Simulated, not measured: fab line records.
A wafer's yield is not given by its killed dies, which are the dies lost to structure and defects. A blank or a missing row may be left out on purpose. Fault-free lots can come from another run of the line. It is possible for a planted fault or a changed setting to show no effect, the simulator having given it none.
fab line records    flow gf180mcu
record: lots: 10  wafers: 30  last_day: 34
route steps=602 shown V4@478 MIM@509
lots with no fault: from the same line, run without faults
start_h: hours from the record's opening day to when the first of the lot's shown wafers began    wait_h: hours from the lot's prior step to this one    " repeats the value in the row above    L1.1+2: one row covering several wafers at once    - no value present, or no start provided    * or withheld: withheld    < > ~ a bound
route shown NAME@n: names a module that has steps shown in the file, with the first one's number in the route    usual: average and standard deviation across the fault-free wafers    same: alike in all rows    chamber/n: place in a boat    sites: the reading at each site    _std_site: their standard deviation    _edge_site: mean of outer sites minus mean of inner sites    radius_mm: for every site, how far away it sits from the centre of the wafer    mask NAME#n: copy n    behind: tool/chamber where the wafer was last shaped    hold: reason for holding the lot/hours on hold/outcome of the hold    device: names the non-switching transistor (n, p or np)    end of line: tests run on the same wafers once the route is complete    a step with no rows: only its recipe    killed: at the first sort, the dies lost to defects and structure; wafer yield is something else    map: shows each die of a wafer: x if killed, . if not, _ if none is there
set.NAME: setting as actually run; set.NAME@STEP: the setting as run at that earlier step    model.NAME: the simulator's own value behind a step, which no gauge read
steps of the route over a sample of lots; a table a step, a row a wafer
services: from which hour (start_h, from the record's first day; less than 0 if before it) a tool's chamber was out of use, for how many hours, and why
== steps ==
step: GF_V4_CVD_02
recipe: material: SiO2  target_thk_nm: 850  precursor: TEOS  temp_c: 400  time_s: 94.851  rf_w: 600
usual: heater_power_w: 681/100
lot.wafer  tool      chamber  start_h  wait_h  heater_power_w
L983.1     pecvd-04  2        546.73   0.1     705
L983.2     "         1        "        "       705
L983.4     "         2        "        "       569
L987.1     pecvd-03  1        587.70   0.1     552
L987.4     "         0        "        "       557
L987.5     "         2        "        "       588
L991.1     pecvd-04  1        623.22   0.1     600
L991.4     "         0        "        "       531
L991.5     "         1        "        "       654
L992.2     pecvd-03  0        631.50   0.0     634
L992.5     "         1        "        "       596
L992.6     "         0        "        "       674
L997.1     pecvd-03  0        660.76   0.1     618
L997.2     "         2        "        "       595
L997.6     "         2        "        "       626
L998.2     pecvd-02  0        664.86   0.0     690
L998.5     "         1        "        "       677
L998.6     "         2        "        "       831
L100.3     pecvd-02  0        678.70   0.0     637
L100.5     "         0        "        "       669
L100.6     "         1        "        "       824
L102.2     pecvd-03  0        688.91   0.0     562
L102.5     "         1        "        "       471
L102.6     "         2        "        "       573
L103.1     pecvd-02  2        697.75   0.1     820
L103.2     "         1        "        "       811
L103.3     "         0        "        "       598
L105.1     pecvd-02  1        711.95   0.1     735
L105.4     "         1        "        "       764
L105.6     "         0        "        "       558
step: GF_V4_ETCH_16
recipe: chemistry: N2/H2  target_depth_a: withheld  overetch_a: withheld  time_s: withheld  target: BARC  ion_energy_ev: 200  source_w: 500  bias_w: 100  pressure_mtorr: 30  n2_flow_sccm: 100  h2_flow_sccm: 200
usual: drypump_motor_current_A: 5.8/0.5  oes_product_au: 0.855/0.0047  throttle_valve_pct: 13.225/0.0093
lot.wafer  tool         chamber  start_h  wait_h  drypump_motor_current_A  oes_product_au  throttle_valve_pct
L983.1     rie_diel-03  3        569.68   0.0     6.1                      0.849           13.207
L983.2     "            2        "        "       5.7                      0.849           13.228
L983.4     "            1        "        "       6.4                      0.857           13.237
L987.1     rie_diel-01  0        609.63   0.0     6.0                      0.856           13.215
L987.4     "            2        "        "       5.9                      0.850           13.220
L987.5     "            2        "        "       5.9                      0.856           13.233
L991.1     rie_diel-03  0        643.33   0.0     4.8                      0.858           13.212
L991.4     "            3        "        "       6.1                      0.857           13.214
L991.5     "            2        "        "       5.7                      0.853           13.228
L992.2     rie_diel-04  0        652.58   0.0     6.8                      0.851           13.224
L992.5     "            3        "        "       5.2                      0.861           13.225
L992.6     "            2        "        "       5.8                      0.867           13.211
L997.1     rie_diel-03  1        680.03   0.0     6.5                      0.855           13.223
L997.2     "            2        "        "       5.7                      0.855           13.228
L997.6     "            0        "        "       4.8                      0.844           13.242
L998.2     rie_diel-04  3        684.52   0.0     5.2                      0.853           13.229
L998.5     "            1        "        "       5.7                      0.853           13.218
L998.6     "            0        "        "       6.8                      0.861           13.211
L100.3     rie_diel-01  0        698.18   0.0     6.0                      0.853           13.229
L100.5     "            3        "        "       6.2                      0.848           13.216
L100.6     "            0        "        "       6.0                      0.851           13.227
L102.2     rie_diel-04  0        708.08   0.0     6.8                      0.861           13.223
L102.5     "            2        "        "       5.8                      0.855           13.225
L102.6     "            3        "        "       5.2                      0.857           13.222
L103.1     rie_diel-04  2        716.86   0.0     5.8                      0.853           13.248
L103.2     "            3        "        "       5.3                      0.856           13.236
L103.3     "            0        "        "       6.8                      0.853           13.216
L105.1     rie_diel-01  1        730.81   0.0     5.7                      0.859           13.226
L105.4     "            0        "        "       6.0                      0.858           13.234
L105.6     "            2        "        "       5.9                      0.861           13.204
step: GF_MIM_THK_MEAS_06
recipe: reads: Si3N4_of_MIM_CVD_05
usual: MIM_CVD_05_THK: 41.9/0.67
lot.wafer  tool           chamber  start_h  wait_h  MIM_CVD_05_THK[nm]
L983.1     film_metro-04  -        571.32   0.0     41.6
L983.2     "              -        "        "       42.2
L983.4     "              -        "        "       42.6
L987.1     film_metro-04  -        611.24   0.0     41.9
L987.4     "              -        "        "       42.5
L987.5     "              -        "        "       42.3
L991.1     film_metro-03  -        644.94   0.0     41.5
L991.4     "              -        "        "       42.1
L991.5     "              -        "        "       41.7
L992.2     film_metro-03  -        654.20   0.0     41.5
L992.5     "              -        "        "       42.4
L992.6     "              -        "        "       41.7
L997.1     film_metro-03  -        681.64   0.0     42.3
L997.2     "              -        "        "       41.4
L997.6     "              -        "        "       43.1
L998.2     film_metro-03  -        686.14   0.0     42.5
L998.5     "              -        "        "       42.8
L998.6     "              -        "        "       41.4
L100.3     film_metro-04  -        699.81   0.0     40.9
L100.5     "              -        "        "       42.0
L100.6     "              -        "        "       41.7
L102.2     film_metro-04  -        709.71   0.0     41.4
L102.5     "              -        "        "       42.8
L102.6     "              -        "        "       42.4
L103.1     film_metro-02  -        718.47   0.0     41.2
L103.2     "              -        "        "       41.5
L103.3     "              -        "        "       41.0
L105.1     film_metro-03  -        732.42   0.0     41.9
L105.4     "              -        "        "       42.2
L105.6     "              -        "        "       41.9
step: GF_MIM_SPUTTER_08
recipe: material: AlCu  target_thk_nm: 200  power_w: 10600  time_s: 10.6  chamber_pressure_pa: 0.4
usual: cathode_dc_power_W: 10600/2  throttle_valve_pct: 30.2/0.84
lot.wafer  tool            chamber  start_h  wait_h  cathode_dc_power_W  throttle_valve_pct
L983.1     pvd_sputter-03  -        571.42   0.0     10601               29.0
L983.2     "               -        "        "       10598               30.2
L983.4     "               -        "        "       10602               29.7
L987.1     pvd_sputter-03  -        611.35   0.0     10600               29.9
L987.4     "               -        "        "       10600               29.2
L987.5     "               -        "        "       10602               30.0
L991.1     pvd_sputter-03  -        645.04   0.0     9776.3              30.4
L991.4     "               -        "        "       10600               29.5
L991.5     "               -        "        "       10602               29.7
L992.2     pvd_sputter-03  -        654.29   0.0     10598               29.6
L992.5     "               -        "        "       10597               29.3
L992.6     "               -        "        "       9777.0              30.3
L997.1     pvd_sputter-02  -        681.74   0.0     10601               29.6
L997.2     "               -        "        "       10601               29.4
L997.6     "               -        "        "       10604               29.3
L998.2     pvd_sputter-02  -        686.24   0.0     10604               29.3
L998.5     "               -        "        "       10601               30.0
L998.6     "               -        "        "       10599               29.8
L100.3     pvd_sputter-04  -        699.89   0.0     10598               31.9
L100.5     "               -        "        "       10600               31.0
L100.6     "               -        "        "       10601               32.2
L102.2     pvd_sputter-04  -        709.80   0.0     10602               30.7
L102.5     "               -        "        "       10602               30.6
L102.6     "               -        "        "       10601               32.2
L103.1     pvd_sputter-02  -        718.58   0.0     10600               29.4
L103.2     "               -        "        "       10600               30.4
L103.3     "               -        "        "       10597               29.8
L105.1     pvd_sputter-03  -        732.53   0.0     10603               30.1
L105.4     "               -        "        "       10601               29.1
L105.6     "               -        "        "       10600               29.6
step: GF_MIM_RS_MEAS_10
recipe: thk_meas_gauge: four-point-probe  reads: TiN_of_MIM_SPUTTER_09+AlCu_of_MIM_SPUTTER_08+TiN_of_MIM_SPUTTER_07
usual: MIM_ALCU_RS: 0.1607/0.002
lot.wafer  tool           chamber  start_h  wait_h  MIM_ALCU_RS[ohm/sq]
L983.1     film_metro-03  -        571.48   0.0     0.1596
L983.2     "              -        "        "       0.1608
L983.4     "              -        "        "       0.1592
L987.1     film_metro-04  -        611.40   0.0     0.1593
L987.4     "              -        "        "       0.1590
L987.5     "              -        "        "       0.1591
L991.1     film_metro-02  -        645.10   0.0     0.1716
L991.4     "              -        "        "       0.1590
L991.5     "              -        "        "       0.1580
L992.2     film_metro-02  -        654.37   0.0     0.1613
L992.5     "              -        "        "       0.1609
L992.6     "              -        "        "       0.1727
L997.1     film_metro-04  -        681.80   0.0     0.1603
L997.2     "              -        "        "       0.1602
L997.6     "              -        "        "       0.1603
L998.2     film_metro-02  -        686.31   0.0     0.1627
L998.5     "              -        "        "       0.1643
L998.6     "              -        "        "       0.1620
L100.3     film_metro-02  -        699.99   0.1     0.1601
L100.5     "              -        "        "       0.1598
L100.6     "              -        "        "       0.1606
L102.2     film_metro-03  -        709.88   0.0     0.1603
L102.5     "              -        "        "       0.1592
L102.6     "              -        "        "       0.1622
L103.1     film_metro-03  -        718.63   0.0     0.1612
L103.2     "              -        "        "       0.1626
L103.3     "              -        "        "       0.1626
L105.1     film_metro-02  -        732.58   0.0     0.1575
L105.4     "              -        "        "       0.1574
L105.6     "              -        "        "       0.1575
step: GF_MIM_THK_MEAS_11
recipe: thk_meas_gauge: xrf  reads: AlCu_of_MIM_SPUTTER_08
usual: MIM_ALCU_THK: 199.0/2.4
lot.wafer  tool           chamber  start_h  wait_h  MIM_ALCU_THK[nm]
L983.1     film_metro-03  -        571.60   0.1     198.7
L983.2     "              -        "        "       196.5
L983.4     "              -        "        "       199.0
L987.1     film_metro-04  -        611.52   0.1     200.5
L987.4     "              -        "        "       200.9
L987.5     "              -        "        "       200.4
L991.1     film_metro-02  -        645.22   0.1     186.9
L991.4     "              -        "        "       201.7
L991.5     "              -        "        "       202.8
L992.2     film_metro-02  -        654.48   0.1     198.0
L992.5     "              -        "        "       199.4
L992.6     "              -        "        "       184.8
L997.1     film_metro-04  -        681.92   0.1     200.2
L997.2     "              -        "        "       200.0
L997.6     "              -        "        "       199.7
L998.2     film_metro-02  -        686.42   0.1     196.5
L998.5     "              -        "        "       194.1
L998.6     "              -        "        "       197.4
L100.3     film_metro-02  -        700.09   0.1     200.3
L100.5     "              -        "        "       200.4
L100.6     "              -        "        "       198.3
L102.2     film_metro-03  -        709.99   0.1     199.5
L102.5     "              -        "        "       200.2
L102.6     "              -        "        "       197.3
L103.1     film_metro-03  -        718.75   0.1     197.1
L103.2     "              -        "        "       196.6
L103.3     "              -        "        "       196.2
L105.1     film_metro-02  -        732.70   0.1     203.5
L105.4     "              -        "        "       203.1
L105.6     "              -        "        "       203.7
step: GF_MIM_METAL_ETCH_19
recipe: chemistry: Cl2/BCl3  mask_material: NOVOLAK  stop_on: Si3N4  target_depth_nm: 324.5  pressure_mtorr: 8  icp_w: 800  bias_w: 140  Cl2_flow_sccm: 80  bcl3_flow_sccm: 40  time_s: 54.1
usual: drypump_motor_current_A: 5.6/0.66  oes_product_au: 0.940/0.007  throttle_valve_pct: 28.288/0.0099
lot.wafer  tool          chamber  start_h  wait_h  drypump_motor_current_A  oes_product_au  rf_hours_counter_h  throttle_valve_pct
L983.1     rie_metal-01  0        592.04   0.1     5.0                      0.938           8                   28.278
L983.2     "             0        "        "       5.0                      0.939           -                   28.298
L983.4     "             0        "        "       5.0                      0.941           -                   28.277
L987.1     rie_metal-04  1        631.99   0.1     6.5                      0.942           5                   28.288
L987.4     "             0        "        "       4.9                      0.945           -                   28.272
L987.5     "             0        "        "       4.9                      0.938           -                   28.273
L991.1     rie_metal-04  1        665.14   0.1     6.5                      0.915           6                   28.313
L991.4     "             0        "        "       4.9                      0.939           -                   28.284
L991.5     "             0        "        "       4.9                      0.941           -                   28.285
L992.2     rie_metal-04  0        674.21   0.1     4.9                      0.934           14                  28.297
L992.5     "             1        "        "       6.5                      0.935           -                   28.296
L992.6     "             0        "        "       4.9                      0.915           -                   28.324
L997.1     rie_metal-04  1        700.54   0.1     6.5                      0.932           8                   28.272
L997.2     "             0        "        "       4.9                      0.936           0                   28.285
L997.6     "             0        "        "       4.9                      0.944           -                   28.282
L998.2     rie_metal-01  1        704.39   0.1     5.5                      0.943           3                   28.288
L998.5     "             0        "        "       5.0                      0.929           -                   28.287
L998.6     "             1        "        "       5.5                      0.943           -                   28.294
L100.3     rie_metal-02  0        718.41   0.1     5.0                      0.938           -                   28.299
L100.5     "             1        "        "       6.1                      0.953           -                   28.276
L100.6     "             0        "        "       5.0                      0.937           -                   28.280
L102.2     rie_metal-04  1        727.44   0.1     6.5                      0.945           9                   28.286
L102.5     "             1        "        "       6.5                      0.936           -                   28.276
L102.6     "             0        "        "       4.9                      0.935           -                   28.306
L103.1     rie_metal-01  0        735.69   0.1     5.0                      0.944           13                  28.303
L103.2     "             1        "        "       5.5                      0.927           4                   28.285
L103.3     "             1        "        "       5.5                      0.939           -                   28.299
L105.1     rie_metal-01  1        749.61   0.1     5.5                      0.944           5                   28.279
L105.4     "             1        "        "       5.5                      0.952           -                   28.271
L105.6     "             0        "        "       5.0                      0.946           -                   28.285
== services ==
tool            chamber  start_h  hours  kind
rie_diel-03     -        536.86   2.8    pm
rie_diel-03     3        559.38   7.9    repair
rie_diel-03     0        568.65   5.3    repair
rie_diel-03     3        579.72   3.9    repair
rie_metal-04    1        602.90   5.5    repair
rie_diel-03     1        605.23   43.4   repair
rie_diel-04     -        610.50   1.0    repair
rie_diel-03     -        622.07   1.0    repair
rie_diel-03     3        626.40   10.1   repair
rie_diel-03     0        626.50   7.7    repair
pvd_sputter-02  -        640.35   9.7    repair
pecvd-02        -        649.88   0.8    pm
rie_diel-03     -        650.84   0.4    repair
pvd_sputter-03  -        659.74   18.3   repair
rie_metal-04    -        661.68   2.8    pm
pecvd-03        -        664.12   2.8    pm
rie_diel-04     2        678.71   2.2    repair
pecvd-03        -        680.84   0.9    repair
pvd_sputter-03  -        685.37   5.2    repair
rie_diel-04     -        687.39   1.0    repair
pecvd-03        -        690.30   1.5    repair
rie_diel-04     -        693.29   2.8    pm
rie_diel-04     1        714.15   12.3   repair
pecvd-03        2        748.71   11.5   repair
== key ==
first_sign: step: GF_MIM_SPUTTER_08  reading: cathode_dc_power_W  direction: down  sigmas: 99+  usual: 10600  struck: 9776.6
effect: step: GF_MIM_RS_MEAS_10  reading: MIM_ALCU_RS  direction: up  sigmas: 5.6  usual: 0.1607  struck: 0.1722
effect: step: GF_MIM_THK_MEAS_11  reading: MIM_ALCU_THK  direction: down  sigmas: 5.4  usual: 199.0  struck: 185.8
effect: step: GF_MIM_METAL_ETCH_19  reading: oes_product_au  direction: down  sigmas: 3.5  usual: 0.940  struck: 0.915
met_at GF_MIM_SPUTTER_08
struck_lots L991,L992
struck_wafers L991.1,L992.6
not_acting_at GF_V4_CVD_02,GF_V4_ETCH_16,GF_MIM_THK_MEAS_06
onset_between 611.35 645.04
fault: kind: process_parameter_drift  tool: pvd_sputter-03  chamber: -  onset_h: 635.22  steps: GF_MIM_SPUTTER_08  channel: power_w  offset: -823.27  shape: step  end_h: 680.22  acts_in: these_recipes_only  stated: 10600  scope: struck_wafers_only
